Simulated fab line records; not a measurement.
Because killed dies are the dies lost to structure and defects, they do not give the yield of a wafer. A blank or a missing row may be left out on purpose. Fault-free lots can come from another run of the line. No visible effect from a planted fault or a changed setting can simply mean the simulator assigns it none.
Commonality check across tools -- flow gf180mcu -- 45 wafers sampled across 15 lots

## WHAT PROMPTED THE OPENING
GF_V1_RS_MEAS_24, reading V1_W_RS: flagged on 3 of 15 lots. Fault-free wafers read 0.329 ohm/sq, with a standard deviation of 0.0034.
Rule: a lot is flagged in two cases, either no wafer of it has a number, or all its wafers with numbers fall more than 4 standard deviations from that mean. The rest of the lots are taken to be sound.

lot,measured,on,"V1_W_RS (ohm/sq), wafer by wafer",flag
L773,day 18 10:49,film_metro-02,0.327 0.326 0.327,
L774,day 18 18:13,film_metro-02,0.329 0.332 0.331,
L775,day 19 07:55,film_metro-03,0.331 0.332 0.333,
L776,day 19 08:28,film_metro-04,0.327 0.331 0.329,
L777,day 19 19:10,film_metro-02,0.327 0.333 0.327,
L779,day 20 12:38,film_metro-03,0.334 0.333 0.332,
L782,day 21 11:57,film_metro-02,0.335 0.330 0.332,
L783,day 21 20:11,film_metro-04,0.329 0.329 0.326,
L784,day 22 05:04,film_metro-04,0.327 0.329 0.330,
L787,day 23 11:22,film_metro-03,44.325 44.048 44.617,FLAGGED
L788,day 23 17:44,film_metro-04,43.046 43.516 43.074,FLAGGED
L789,day 24 06:47,film_metro-02,43.810 43.964 44.135,FLAGGED
L790,day 24 09:59,film_metro-04,0.325 0.324 0.325,
L795,day 25 16:32,film_metro-04,0.329 0.326 0.323,
L796,day 25 21:43,film_metro-03,0.329 0.331 0.331,
Flagged lots average 43.837 ohm/sq: +43.508 ohm/sq relative to the usual, that is +99 or more standard deviations.

## WHICH TOOL EACH LOT WENT THROUGH
The record holds 2 process steps before the reading, out of a route of 602 steps. In each cell: the tool, then ch and the chambers that the sampled wafers went through, then the start.
lot,flag,GF_V1_STRIP_18,GF_V1_CVD_23
L773,,"plasma_asher-02 ch 0,1, day 18 10:04","cvd_w-02 ch 0,1, day 18 10:43"
L774,,"plasma_asher-01 ch 0,1, day 18 17:26","cvd_w-02 ch 0, day 18 18:05"
L775,,"plasma_asher-04 ch 0,1, day 19 07:10","cvd_w-01 ch 0,1, day 19 07:48"
L776,,"plasma_asher-02 ch 0,1, day 19 07:43","cvd_w-02 ch 0,1, day 19 08:21"
L777,,"plasma_asher-02 ch 0,1, day 19 18:24","cvd_w-01 ch 0, day 19 19:02"
L779,,"plasma_asher-04 ch 0,1, day 20 11:54","cvd_w-01 ch 1, day 20 12:32"
L782,,"plasma_asher-04 ch 0,1, day 21 11:11","cvd_w-02 ch 0,1, day 21 11:50"
L783,,"plasma_asher-02 ch 0,1, day 21 19:26","cvd_w-02 ch 0,1, day 21 20:04"
L784,,"plasma_asher-01 ch 0,1, day 22 03:49","cvd_w-01 ch 0, day 22 04:57"
L787,FLAGGED,"plasma_asher-04 ch 0,1, day 23 10:19","cvd_w-02 ch 0,1, day 23 11:13"
L788,FLAGGED,"plasma_asher-02 ch 1, day 23 15:40","cvd_w-02 ch 0, day 23 17:31"
L789,FLAGGED,"plasma_asher-04 ch 0,1, day 24 06:02","cvd_w-02 ch 0,1, day 24 06:41"
L790,,"plasma_asher-01 ch 0,1, day 24 09:14","cvd_w-02 ch 0,1, day 24 09:52"
L795,,"plasma_asher-01 ch 0,1, day 25 15:44","cvd_w-02 ch 0,1, day 25 16:25"
L796,,"plasma_asher-01 ch 0,1, day 25 20:56","cvd_w-01 ch 0,1, day 25 21:37"
What these steps do:
- GF_V1_STRIP_18: strips in O2/N2.
- GF_V1_CVD_23: deposits W, target thk 350 nm, time 105.05 s.
- GF_V1_RS_MEAS_24: measures by four-point-probe.

## FLAGGED AGAINST TOTAL, ONE TOOL AT A TIME (gauges that did the reading follow at the end)
step,tool,lots run,flagged,share of the flagged lots,sound lots run after its first flagged lot
GF_V1_STRIP_18,plasma_asher-01,5,0,none,-
GF_V1_STRIP_18,plasma_asher-02,5,1,some,0
GF_V1_STRIP_18,plasma_asher-04,5,2,some,0
GF_V1_CVD_23,cvd_w-01,5,0,none,-
GF_V1_CVD_23,cvd_w-02,10,3,all,"2 (L790,L795)"
GF_V1_RS_MEAS_24,film_metro-02,5,1,some,0
GF_V1_RS_MEAS_24,film_metro-03,4,1,some,1 (L796)
GF_V1_RS_MEAS_24,film_metro-04,6,1,some,"2 (L790,L795)"

## WHAT IS ALLOWED BY THE TABLE
Rows of the table that ran each flagged lot: 1, that is cvd_w-02 at GF_V1_CVD_23.
- cvd_w-02 at GF_V1_CVD_23 ran 10 lots, 3 of them flagged. Sound lots ran on it after the first flagged one (L790, L795), which a lasting fault on the whole tool wouldn't allow. On the flagged lots its readings are blank where sound lots have values: chamber_pressure_Torr, heater_power_outer_w, heater_power_w.
No row of the table ran every flagged lot and no sound lot after the first.

## WHAT THE SIMULATOR HAD PUT IN
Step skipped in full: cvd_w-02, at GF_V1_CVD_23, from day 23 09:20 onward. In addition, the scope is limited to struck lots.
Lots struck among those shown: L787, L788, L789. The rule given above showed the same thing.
